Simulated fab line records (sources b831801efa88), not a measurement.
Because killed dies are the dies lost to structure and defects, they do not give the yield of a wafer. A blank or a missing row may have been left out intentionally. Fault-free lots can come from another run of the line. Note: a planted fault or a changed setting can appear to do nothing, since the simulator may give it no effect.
fab line records	flow sky130
record lots=7	wafers=21	last-day=50
route steps=708 shown METAL2@490 PAD_OPEN@708
lots that met no fault: from a run of the same line without faults
start-h: hours from the record's first day to the start of the lot's first wafer shown	wait-h: hours elapsed since this lot's preceding step	" repeats the value in the row above	L1.1+2: several wafers, shown together as one row	- no value present, or no start provided	* or withheld: withheld	< > ~ a bound
route shown NAME@n: a module of which the file shows steps, and the number in the route of the first	usual: the fault-free wafers' mean and standard deviation	same: alike in all rows	chamber/n: place in a boat	sites: the reading at each site	_std_site: standard deviation across them	_edge_site: inner sites' mean taken away from outer sites' mean	radius-mm: how far each site lies from the wafer's centre	mask NAME#n: copy n	behind: the most recent tool/chamber to have shaped the wafer	hold: why the lot was held/for how many hours/how that ended	device: names the non-switching transistor (n, p or np)	end of line: at the end of the route, the tests of the same wafers	a step given without rows: its recipe and nothing more	killed: at the first sort, the dies lost to defects and structure; wafer yield is something else	map: a wafer's dies, x killed, . not, _ none there
set.NAME: the run value of the setting; set.NAME@STEP: its run value at that earlier step	model.NAME: the simulator's own value behind a step, which no gauge read
lots seen at some steps along the route; tables by step, rows by wafer
services: when a tool's chamber went out of use (start-h, in hours from the record's first day, below 0 if earlier), for how many hours, and the reason
## steps
# step SKY_METAL2_DEHYDRATE_07
# recipe temp-c=200	time-s=60
# step SKY_METAL2_HMDS_08
# recipe prime-time-s=60	prime-temp-c=120
# step SKY_METAL2_COAT_09
# recipe resist=BARC	temp-c=withheld	time-s=withheld	spin-rpm=3000	resist-thk-nm=60
# step SKY_METAL2_COAT_10
# recipe resist=KrF-thick	spin-rpm=3000	resist-thk-nm=450
# step SKY_METAL2_SOFTBAKE_11
# recipe temp-c=100	time-s=90	resist=KrF-thick
# step SKY_METAL2_EXPOSE_12
# recipe mask-id=MM2	na=0.8	source-shape=annular	sigma-inner=0.55	sigma-outer=0.85	target-cd-nm=140	dose-mj=28
# step SKY_METAL2_PEB_13
# recipe peb-temp-c=withheld	peb-time-s=withheld	resist=KrF-thick
# step SKY_METAL2_DEVELOP_14
# recipe develop-time-s=60	resist=KrF-thick	dev-temp-c=21
# step SKY_METAL2_CD_MEAS_15
# recipe target-cd-nm=140
# usual cd-nm=140.5/1.6
lot.wafer	tool	chamber	start-h	wait-h	cd-nm
L836.2	cd-sem-02	-	834.76	-	139.4
L836.3	"	-	"	"	139.4
L836.4	"	-	"	"	138.7
L844.1	cd-sem-01	-	898.21	-	141.7
L844.3	"	-	"	"	141.1
L844.6	"	-	"	"	140.4
L851.1	cd-sem-02	-	949.91	-	138.8
L851.3	"	-	"	"	138.9
L851.6	"	-	"	"	139.0
L852.1	cd-sem-02	-	956.19	-	143.3
L852.2	"	-	"	"	143.2
L852.6	"	-	"	"	142.8
L853.3	cd-sem-02	-	974.33	-	141.3
L853.4	"	-	"	"	142.4
L853.6	"	-	"	"	142.5
L856.1	cd-sem-02	-	981.39	-	138.7
L856.2	"	-	"	"	139.6
L856.3	"	-	"	"	140.6
L857.1	cd-sem-02	-	985.69	-	139.5
L857.4	"	-	"	"	140.1
L857.6	"	-	"	"	139.6
# step SKY_METAL2_OVL_MEAS_16
# usual METAL2_OVL=-2/6.3
lot.wafer	tool	chamber	start-h	wait-h	METAL2_OVL[nm]
L836.2	overlay-01	-	834.86	0.1	-2
L836.3	"	-	"	"	-4
L836.4	"	-	"	"	6
L844.1	overlay-02	-	898.33	0.1	-1
L844.3	"	-	"	"	-6
L844.6	"	-	"	"	-13
L851.1	overlay-02	-	950.03	0.1	-2
L851.3	"	-	"	"	-2
L851.6	"	-	"	"	1
L852.1	overlay-02	-	956.31	0.1	-15
L852.2	"	-	"	"	-15
L852.6	"	-	"	"	-13
L853.3	overlay-02	-	974.42	0.1	4
L853.4	"	-	"	"	-2
L853.6	"	-	"	"	-2
L856.1	overlay-02	-	981.51	0.1	-1
L856.2	"	-	"	"	-8
L856.3	"	-	"	"	-5
L857.1	overlay-01	-	985.81	0.1	4
L857.4	"	-	"	"	-1
L857.6	"	-	"	"	3
# step SKY_METAL2_DESCUM_17
# recipe chemistry=O2	source-power-w=150	bias-power-w=0	pressure-mtorr=10	temp-c=40	time-s=8
# usual drypump-motor-current-A=6.2/0.38	oes-product-au=0.993/0.0099
lot.wafer	tool	chamber	start-h	wait-h	drypump-motor-current-A	oes-product-au	rf-hours-counter-h
L836.2	rie-metal-01	1	834.89	0.0	6.8	0.973	8
L836.3	"	1	"	"	6.8	0.974	-
L836.4	"	0	"	"	5.6	0.986	-
L844.1	rie-metal-04	0	898.37	0.0	6.1	0.991	13
L844.3	"	1	"	"	6.1	0.984	-
L844.6	"	1	"	"	6.1	0.990	-
L851.1	rie-metal-01	0	950.07	0.0	5.6	0.992	6
L851.3	"	1	"	"	6.8	0.987	-
L851.6	"	0	"	"	5.6	0.985	-
L852.1	rie-metal-04	0	956.34	0.0	6.1	0.990	16
L852.2	"	1	"	"	6.1	0.997	13
L852.6	"	1	"	"	6.1	0.996	-
L853.3	rie-metal-01	0	974.46	0.0	5.6	0.988	-
L853.4	"	1	"	"	6.8	0.984	-
L853.6	"	1	"	"	6.8	0.982	-
L856.1	rie-metal-01	1	981.54	0.0	6.8	0.985	15
L856.2	"	0	"	"	5.6	0.984	8
L856.3	"	1	"	"	6.9	0.982	-
L857.1	rie-metal-01	0	985.84	0.0	5.6	0.998	8
L857.4	"	0	"	"	5.6	0.992	-
L857.6	"	1	"	"	6.8	0.987	-
# step SKY_METAL2_ETCH_18
# recipe chemistry=N2/H2	target=BARC	ion-energy-ev=200	bias-w=100	pressure-mtorr=30	n2-flow-sccm=100	h2-flow-sccm=200	icp-w=500	stop-on=SiO2	time-s=45.9	target-depth-a=600
# usual bias-w=100.0/0.31	chamber-pressure-mTorr=30.00/0.042	drypump-motor-current-A=6.2/0.38	oes-product-au=0.855/0.0054	throttle-valve-pct=13.225/0.009
lot.wafer	tool	chamber	start-h	wait-h	bias-w	chamber-pressure-mTorr	drypump-motor-current-A	oes-product-au	rf-hours-counter-h	throttle-valve-pct
L836.2	rie-metal-01	1	834.92	0.0	99.7	29.97	6.8	0.849	8	13.227
L836.3	"	1	"	"	99.7	29.97	6.8	0.861	-	13.224
L836.4	"	0	"	"	100.5	30.07	5.6	0.852	-	13.215
L844.1	rie-metal-04	0	898.40	0.0	99.4	29.99	6.1	0.848	13	13.234
L844.3	"	1	"	"	100.0	29.98	6.1	0.860	-	13.220
L844.6	"	1	"	"	100.3	30.06	6.1	0.849	-	13.221
L851.1	rie-metal-01	0	950.10	0.0	100.1	29.97	5.6	0.862	6	13.220
L851.3	"	1	"	"	100.0	30.00	6.8	0.860	-	13.231
L851.6	"	0	"	"	99.9	29.96	5.6	0.865	-	13.218
L852.1	rie-metal-04	0	956.37	0.0	100.6	29.99	6.1	0.854	16	13.214
L852.2	"	1	"	"	100.2	30.02	6.1	0.847	13	13.225
L852.6	"	1	"	"	100.2	29.98	6.1	0.851	-	13.216
L853.3	rie-metal-01	0	974.51	0.0	99.5	30.01	5.6	0.858	-	13.241
L853.4	"	1	"	"	99.6	29.96	6.9	0.857	-	13.221
L853.6	"	1	"	"	99.5	30.03	6.8	0.861	-	13.228
L856.1	rie-metal-01	1	981.57	0.0	100.2	29.97	6.8	0.860	15	13.208
L856.2	"	0	"	"	99.8	29.96	5.6	0.860	8	13.232
L856.3	"	1	"	"	100.2	29.99	6.8	0.850	-	13.233
L857.1	rie-metal-01	0	985.87	0.0	99.7	29.96	5.6	0.852	8	13.212
L857.4	"	0	"	"	100.1	30.01	5.6	0.848	-	13.220
L857.6	"	1	"	"	100.1	30.00	6.8	0.851	-	13.207
# step SKY_METAL2_METAL_ETCH_19
# recipe target-depth-a=3600	stop-on=SiO2	over-etch-frac=0.3	time-s=78	chemistry=Cl2/BCl3	resist-sidewall-deg=88	pressure-mtorr=10	icp-w=900	bias-w=48.5	Cl2_flow_sccm=60	bcl3-flow-sccm=30
# usual bcl3-flow-sccm=29.99/0.098	bias-w=48.48/0.14	drypump-motor-current-A=6.2/0.38	oes-product-au=0.854/0.006	throttle-valve-pct=22.265/0.0086
lot.wafer	tool	chamber	start-h	wait-h	bcl3-flow-sccm	bias-w	drypump-motor-current-A	oes-product-au	rf-hours-counter-h	throttle-valve-pct	model.KrF-thick_of_METAL2_COAT_10.thk-nm	model.SiO2_of_VIA1_HDPCVD_00.thk-nm
L836.2	rie-metal-01	1	834.99	0.0	29.98	48.64	6.9	0.846	8	22.251	165.8	330.9
L836.3	"	1	"	"	29.93	48.40	6.8	0.856	-	22.261	165.1	329.3
L836.4	"	0	"	"	30.00	48.61	5.6	0.859	-	22.253	158.4	328.1
L844.1	rie-metal-04	0	898.46	0.0	29.94	48.66	6.2	0.851	13	22.275	156.9	328.5
L844.3	"	1	"	"	30.12	48.49	6.1	0.863	-	22.257	161	331
L844.6	"	1	"	"	29.96	48.39	6.1	0.852	-	22.259	162.8	330.2
L851.1	rie-metal-01	0	950.16	0.0	-	-	-	-	-	-	394.5	340.2
L851.3	"	1	"	"	-	-	-	-	-	-	394.2	340.2
L851.6	"	0	"	"	-	-	-	-	-	-	394.2	340.9
L852.1	rie-metal-04	0	956.44	0.0	-	-	-	-	-	-	393.4	342.7
L852.2	"	1	"	"	-	-	-	-	-	-	394.3	342
L852.6	"	1	"	"	-	-	-	-	-	-	392.6	340.4
L853.3	rie-metal-01	0	974.61	0.1	-	-	-	-	-	-	392.8	340.9
L853.4	"	1	"	"	-	-	-	-	-	-	393.3	341.6
L853.6	"	1	"	"	-	-	-	-	-	-	392.4	340.6
L856.1	rie-metal-01	1	981.64	0.0	29.99	48.47	6.8	0.855	15	22.278	164.6	331.5
L856.2	"	0	"	"	30.13	48.68	5.6	0.855	8	22.263	164.2	331.8
L856.3	"	1	"	"	29.96	48.50	6.8	0.847	-	22.271	164.4	329.9
L857.1	rie-metal-01	0	985.94	0.0	30.10	48.38	5.6	0.858	8	22.252	162	328.1
L857.4	"	0	"	"	30.09	48.43	5.6	0.849	-	22.273	162.1	329
L857.6	"	1	"	"	30.06	48.57	6.8	0.862	-	22.249	165.5	330.6
# step SKY_METAL2_STRIP_20
# recipe chemistry=O2/N2	power-w=1400	pressure-mtorr=1500	platen-temp-c=withheld	o2-flow-sccm=3000	n2-flow-sccm=300	overash-fraction=0.5
# usual drypump-motor-current-A=6.0/0.43	o2-flow-sccm=3000/8.7	oes-product-au=0.343/0.0056	strip-time-to-endpoint-s=2.73/0.046
lot.wafer	tool	chamber	start-h	wait-h	drypump-motor-current-A	o2-flow-sccm	oes-product-au	rf-hours-counter-h	strip-time-to-endpoint-s
L836.2	plasma-asher-01	1	835.08	0.1	6.5	2999	0.347	72	2.78
L836.3	"	1	"	"	6.5	2998	0.346	-	2.78
L836.4	"	0	"	"	6.2	2997	0.347	-	2.70
L844.1	plasma-asher-01	1	898.55	0.1	6.6	3000	0.337	77	2.67
L844.3	"	1	"	"	6.5	2999	0.347	-	2.72
L844.6	"	0	"	"	6.2	3004	0.345	-	2.76
L851.1	plasma-asher-02	0	950.25	0.1	5.7	3002	0.443	21	5.22
L851.3	"	1	"	"	6.0	3011	0.452	-	5.21
L851.6	"	1	"	"	6.0	3013	0.440	-	5.21
L852.1	plasma-asher-04	1	956.53	0.1	6.0	3014	0.452	53	5.19
L852.2	"	0	"	"	5.2	3006	0.445	53	5.21
L852.6	"	0	"	"	5.2	2999	0.442	-	5.18
L853.3	plasma-asher-04	1	974.72	0.1	6.0	3013	0.450	-	5.20
L853.4	"	0	"	"	5.2	3000	0.443	-	5.22
L853.6	"	1	"	"	6.0	3012	0.446	-	5.20
L856.1	plasma-asher-01	0	981.73	0.1	6.3	2995	0.336	85	2.78
L856.2	"	1	"	"	6.5	2993	0.336	85	2.75
L856.3	"	0	"	"	6.3	3002	0.351	-	2.77
L857.1	plasma-asher-01	1	986.03	0.1	6.5	3008	0.331	85	2.72
L857.4	"	0	"	"	6.3	2990	0.348	-	2.74
L857.6	"	1	"	"	6.5	3001	0.344	-	2.76
# step SKY_METAL2_STRIP_21
# recipe chemistry=post-etch-residue-remover	time-s=1200	temp-c=72.5
# step SKY_PAD_OPEN_PROBE_99
# usual defect-limited-yield=82.5/2	killed_at_M0_to_M3=42/6.6	killed_at_M4_up=3.1/1.9	killed-at-contacts=25/5.7	killed-at-front-end=16/5	killed-at-other=0.2/0.38	killed-dies=86/9.6	killed-on-rim=16/4	killed-open=47/7.2	killed-short=39/6.2	sort_bin_3_pad_short=0.9/0.44	sort_bin_5_function=10.3/1.5	sort_bin_6_memory=6.2/1.1	sort-n-pass=406/9.6	sort-yield-pct=82.5/2
# same gross-dies=492	killed-at-back-side=0	sort_bin_4_leakage[%]=0	sort_bin_8_speed[%]=0
lot.wafer	tool	chamber	start-h	wait-h	defect-limited-yield[%]	killed_at_M0_to_M3	killed_at_M4_up	killed-at-contacts	killed-at-front-end	killed-at-other	killed-dies	killed-on-rim	killed-open	killed-short	sort_bin_3_pad_short[%]	sort_bin_5_function[%]	sort_bin_6_memory[%]	sort-n-pass	sort-yield-pct[%]
L851.1	prober-02	-	1177.05	0.1	0	449	1	21	21	0	492	96	41	34	0.8	93.7	5.5	0	0
L851.3	prober-02	-	1177.15	0.2	0	435	4	36	17	0	492	96	61	31	0.8	91.5	7.7	0	0
L851.6	prober-02	-	1177.30	0.2	0	441	6	27	18	0	492	96	61	37	1.0	92.9	6.1	0	0
L852.1	prober-01	-	1178.66	0.1	0	453	5	20	14	0	492	96	47	30	0.6	92.5	6.9	0	0
L852.2	prober-01	-	1178.71	0.1	0	448	1	28	15	0	492	96	43	37	0.6	94.1	5.3	0	0
L852.6	prober-01	-	1178.91	0.2	0	449	3	19	20	1	492	96	45	37	0.8	93.7	5.5	0	0
L853.3	prober-02	-	1189.86	0.2	0	443	1	24	24	0	492	96	65	35	0.8	91.3	7.9	0	0
L853.4	prober-02	-	1189.91	0.2	0	454	3	24	10	1	492	96	45	32	1.2	93.3	5.5	0	0
L853.6	prober-02	-	1190.01	0.2	0	454	8	14	16	0	492	96	45	37	0.6	90.7	8.7	0	0
# killed by level:class
L851.1 METAL2:area-etch=417 VIA1:geometric-particle:open=8 VIA3:geometric-particle:open=8 FIELD_ISO:geometric-particle:short=7 LI_CONTACT:geometric-particle:open=7 LOCAL_INTERCONNECT:geometric-particle:short=6 POLY_GATE:geometric-particle:short=5 FIELD_ISO:geometric-particle:open=4
L851.3 METAL2:area-etch=400 CONTACT:geometric-particle:open=16 LI_CONTACT:geometric-particle:open=12 METAL1:geometric-particle:short=10 VIA1:geometric-particle:open=9 LOCAL_INTERCONNECT:geometric-particle:short=6 VIA2:geometric-particle:open=5 FIELD_ISO:geometric-particle:open=4
L851.6 METAL2:area-etch=394 VIA1:geometric-particle:open=11 CONTACT:geometric-particle:open=9 VIA3:geometric-particle:open=8 LI_CONTACT:geometric-particle:open=7 CONTACT:geometric-particle:short=7 FIELD_ISO:geometric-particle:open=6 METAL1:geometric-particle:short=6
L852.1 METAL2:area-etch=415 CONTACT:geometric-particle:open=14 VIA1:geometric-particle:open=10 VIA2:geometric-particle:open=7 VIA1:geometric-particle:short=5 VIA3:geometric-particle:open=4 FIELD_ISO:geometric-particle:open=3 FIELD_ISO:geometric-particle:short=3
L852.2 METAL2:area-etch=412 VIA1:geometric-particle:open=10 CONTACT:geometric-particle:short=8 VIA3:geometric-particle:open=8 CONTACT:geometric-particle:open=7 LI_CONTACT:geometric-particle:open=6 LOCAL_INTERCONNECT:geometric-particle:short=6 FIELD_ISO:geometric-particle:short=5
L852.6 METAL2:area-etch=410 VIA1:geometric-particle:open=9 LI_CONTACT:geometric-particle:open=6 CONTACT:geometric-particle:open=6 POLY_GATE:geometric-particle:open=5 METAL1:geometric-particle:open=5 FIELD_ISO:geometric-particle:open=4 POLY_GATE:geometric-particle:short=4
L853.3 METAL2:area-etch=392 VIA1:geometric-particle:open=14 VIA2:geometric-particle:open=13 LI_CONTACT:geometric-particle:open=10 CONTACT:geometric-particle:open=8 VIA1:geometric-particle:short=6 POLY_GATE:geometric-particle:open=5 FIELD_ISO:geometric-particle:open=4
L853.4 METAL2:area-etch=415 CONTACT:geometric-particle:open=14 METAL1:geometric-particle:short=9 VIA1:geometric-particle:open=6 VIA3:geometric-particle:open=5 LI_CONTACT:geometric-particle:open=4 METAL2:geometric-particle:short=4 POLY_GATE:geometric-particle:open=3
L853.6 METAL2:area-etch=410 VIA2:geometric-particle:open=13 VIA3:geometric-particle:open=12 METAL4:geometric-particle:short=8 FIELD_ISO:geometric-particle:short=7 VIA1:geometric-particle:open=7 FIELD_ISO:geometric-particle:open=5 LOCAL_INTERCONNECT:geometric-particle:short=4
# map L851.1 (x killed, . not)
__________xxxxxxxxxx_________
________xxxxxxxxxxxxxx_______
______xxxxxxxxxxxxxxxxxx_____
_____xxxxxxxxxxxxxxxxxxxx____
____xxxxxxxxxxxxxxxxxxxxxx___
___xxxxxxxxxxxxxxxxxxxxxxxx__
__xxxxxxxxxxxxxxxxxxxxxxxxxx_
_xxxxxxxxxxxxxxxxxxxxxxxxxxxx
_xxxxxxxxxxxxxxxxxxxxxxxxxxxx
_xxxxxxxxxxxxxxxxxxxxxxxxxxxx
_xxxxxxxxxxxxxxxxxxxxxxxxxxxx
_xxxxxxxxxxxxxxxxxxxxxxxxxxxx
_xxxxxxxxxxxxxxxxxxxxxxxxxxxx
_xxxxxxxxxxxxxxxxxxxxxxxxxxxx
_xxxxxxxxxxxxxxxxxxxxxxxxxxxx
__xxxxxxxxxxxxxxxxxxxxxxxxxx_
___xxxxxxxxxxxxxxxxxxxxxxxx__
____xxxxxxxxxxxxxxxxxxxxxx___
_____xxxxxxxxxxxxxxxxxxxx____
______xxxxxxxxxxxxxxxxxx_____
________xxxxxxxxxxxxxx_______
__________xxxxxxxxxx_________
# map L852.1 (x killed, . not)
__________xxxxxxxxxx_________
________xxxxxxxxxxxxxx_______
______xxxxxxxxxxxxxxxxxx_____
_____xxxxxxxxxxxxxxxxxxxx____
____xxxxxxxxxxxxxxxxxxxxxx___
___xxxxxxxxxxxxxxxxxxxxxxxx__
__xxxxxxxxxxxxxxxxxxxxxxxxxx_
_xxxxxxxxxxxxxxxxxxxxxxxxxxxx
_xxxxxxxxxxxxxxxxxxxxxxxxxxxx
_xxxxxxxxxxxxxxxxxxxxxxxxxxxx
_xxxxxxxxxxxxxxxxxxxxxxxxxxxx
_xxxxxxxxxxxxxxxxxxxxxxxxxxxx
_xxxxxxxxxxxxxxxxxxxxxxxxxxxx
_xxxxxxxxxxxxxxxxxxxxxxxxxxxx
_xxxxxxxxxxxxxxxxxxxxxxxxxxxx
__xxxxxxxxxxxxxxxxxxxxxxxxxx_
___xxxxxxxxxxxxxxxxxxxxxxxx__
____xxxxxxxxxxxxxxxxxxxxxx___
_____xxxxxxxxxxxxxxxxxxxx____
______xxxxxxxxxxxxxxxxxx_____
________xxxxxxxxxxxxxx_______
__________xxxxxxxxxx_________
## services
tool	chamber	start-h	hours	kind
plasma-asher-04	-	849.97	2.8	pm
plasma-asher-01	-	862.99	14.6	pm
## key
first-sign step=SKY_METAL2_METAL_ETCH_19	reading=tool-record	direction=missing
effect step=SKY_METAL2_STRIP_20	reading=strip-time-to-endpoint-s	direction=up	sigmas=54	usual=*	struck=*
effect step=SKY_PAD_OPEN_PROBE_99	reading=killed_at_M0_to_M3	direction=up	sigmas=62	usual=42	struck=447
model-effect step=SKY_METAL2_METAL_ETCH_19	value=KrF-thick_of_METAL2_COAT_10.thk-nm	without=163.4	struck=393.5
more-kills-born-at SKY_METAL2_METAL_ETCH_19@rie-metal-01=2428	SKY_METAL2_METAL_ETCH_19@rie-metal-04=1237
met-at SKY_METAL2_METAL_ETCH_19
struck-wafers L851.1,L851.3,L851.6,L852.1,L852.2,L852.6,L853.3,L853.4,L853.6
later-rows-left-out L851.1,L851.3,L851.6,L852.1,L852.2,L852.6,L853.3,L853.4,L853.6
onset-between 898.46 950.16
fault kind=skipped-step-whole	tool=rie-metal-01,rie-metal-04	chamber=-	onset-h=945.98	steps=SKY_METAL2_METAL_ETCH_19	scope=struck-lots-only
# later-rows-left-out: the simulator's readings of these wafers behind a module that went badly wrong aren't trusted and aren't shown, but for the sort
